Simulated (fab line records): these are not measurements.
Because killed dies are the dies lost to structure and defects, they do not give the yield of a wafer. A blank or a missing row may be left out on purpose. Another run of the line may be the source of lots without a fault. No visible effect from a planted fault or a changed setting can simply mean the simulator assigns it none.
Which tool was responsible?	flow sky130	33 wafers from 11 lots sampled at 3 of the route's 708 steps

== WHAT THE GAUGES SHOWED, per wafer ==
SKY_CAPM_OVL_MEAS_12. Usual: CAPM_OVL -0.5 nm, standard deviation 1.4.
lot	measured	on	CAPM_OVL (nm)	flag
L773	day 37 11:38	overlay-01	-1.0 0.8 -1.0	
L774	day 37 15:52	overlay-02	0.7 -1.5 -0.2	
L776	day 38 11:53	overlay-01	-0.2 -1.5 0.8	
L780	day 39 22:17	overlay-01	-2.8 -1.3 -2.0	
L782	day 40 08:40	overlay-02	-0.9 0.1 -0.2	
L783	day 40 16:04	overlay-02	-0.8 0.9 -0.2	
L785	day 41 05:35	overlay-01	2.9 1.8 2.5	
L784	day 41 10:29	overlay-01	-1.6 0.6 -1.8	
L787	day 42 01:59	overlay-02	-1.4 1.5 -0.7	
L789	day 42 11:10	overlay-01	-1.5 -1.5 -0.9	
L796	day 44 15:11	overlay-01	-2.6 -0.2 -1.8	

SKY_METAL3_OVL_MEAS_14. Usual: METAL3_OVL -8 nm, standard deviation 5.4.
lot	measured	on	METAL3_OVL (nm)	flag
L773	day 38 14:35	overlay-01	-5 -11 -12	
L774	day 38 18:15	overlay-02	-11 -9 -13	
L776	day 39 14:03	overlay-02	-10 -10 -3	
L780	day 40 23:45	overlay-02	1 -2 -4	
L782	day 41 09:39	overlay-01	-4 -13 -4	
L783	day 41 17:23	overlay-01	-6 -8 0	
L785	day 42 06:32	overlay-02	4 -8 -5	
L784	day 42 10:59	overlay-02	-11 -7 -18	
L787	day 43 01:50	overlay-01	-8 -5 0	
L789	day 43 11:05	overlay-02	-8 0 -4	
L796	day 45 12:45	overlay-02	-7 -3 1	

== WHAT TOOL EACH LOT RAN ON (gives the tool, then ch and the chambers of the sampled wafers, and finally the start) ==
lot	SKY_CAPM_METAL_ETCH_13
L773	rie-metal-04 ch 0,1, day 37 11:40
L774	rie-metal-04 ch 0, day 37 15:54
L776	rie-metal-03 ch 0, day 38 11:56
L780	rie-metal-01 ch 0,1, day 39 22:19
L782	rie-metal-04 ch 0,1, day 40 08:43
L783	rie-metal-04 ch 0,1, day 40 16:06
L785	rie-metal-01 ch 1, day 41 05:37
L784	rie-metal-01 ch 1, day 41 10:31
L787	rie-metal-03 ch 0,1, day 42 02:01
L789	rie-metal-04 ch 0,1, day 42 11:12
L796	rie-metal-04 ch 0,1, day 44 15:14
- SKY_CAPM_METAL_ETCH_13: etches TiN in Cl2/BCl3, stops on SiO2, target depth 220 nm, time 62.9 s.

== AS READ BY THE TOOLS THEMSELVES (means over the sampled wafers that have a number; for cases with no such wafer, the mark the record gives instead) ==
SKY_CAPM_METAL_ETCH_13. Usual: bcl3-flow-sccm 30.02 sccm, standard deviation 0.091; chamber-pressure-mTorr 10.000 mTorr, standard deviation 0.0091; drypump-motor-current-A 5.8 A, standard deviation 0.44; oes-product-au 0.957 a.u., standard deviation 0.0073; throttle-valve-pct 21.892 %, standard deviation 0.0097.
lot	tool	bcl3-flow-sccm (sccm)	chamber-pressure-mTorr (mTorr)	drypump-motor-current-A (A)	oes-product-au (a.u.)	throttle-valve-pct (%)	flag
L773	rie-metal-04	29.93	10.002	6.3	0.963	21.896	
L774	rie-metal-04	30.05	10.004	6.2	0.968	21.893	
L776	rie-metal-03	30.10	10.007	5.5	0.957	21.886	
L780	rie-metal-01	30.12	9.998	5.6	0.961	21.887	
L782	rie-metal-04	30.00	9.995	6.2	0.958	21.891	
L783	rie-metal-04	29.95	9.998	6.2	0.955	21.880	
L785	rie-metal-01	30.00	10.010	5.1	0.946	21.897	
L784	rie-metal-01	29.88	9.994	5.1	0.963	21.884	
L787	rie-metal-03	30.06	9.992	5.4	0.951	21.899	
L789	rie-metal-04	30.03	10.002	6.3	0.959	21.888	
L796	rie-metal-04	30.00	10.008	6.2	0.957	21.890	

== THE ANSWER, worked out from the rows above alone ==
Rule: a lot is off if the mean of its wafers that have a number lies more than 3 standard deviations from the usual mean. Also off: a lot with no number at a reading for which 4 or more lots have one. The other lots that the step has rows for count as sound. Order of review: gauges by route order, followed by the tools' own readings, for which a lot's mean as printed above is used. The first step at which some lot is off is used, and at that step the reading that is off furthest; a lot without a number counts as furthest.
Nothing can be told from this: no lot is off at any reading shown.

== WHAT THE SIMULATOR HAD PUT IN ==
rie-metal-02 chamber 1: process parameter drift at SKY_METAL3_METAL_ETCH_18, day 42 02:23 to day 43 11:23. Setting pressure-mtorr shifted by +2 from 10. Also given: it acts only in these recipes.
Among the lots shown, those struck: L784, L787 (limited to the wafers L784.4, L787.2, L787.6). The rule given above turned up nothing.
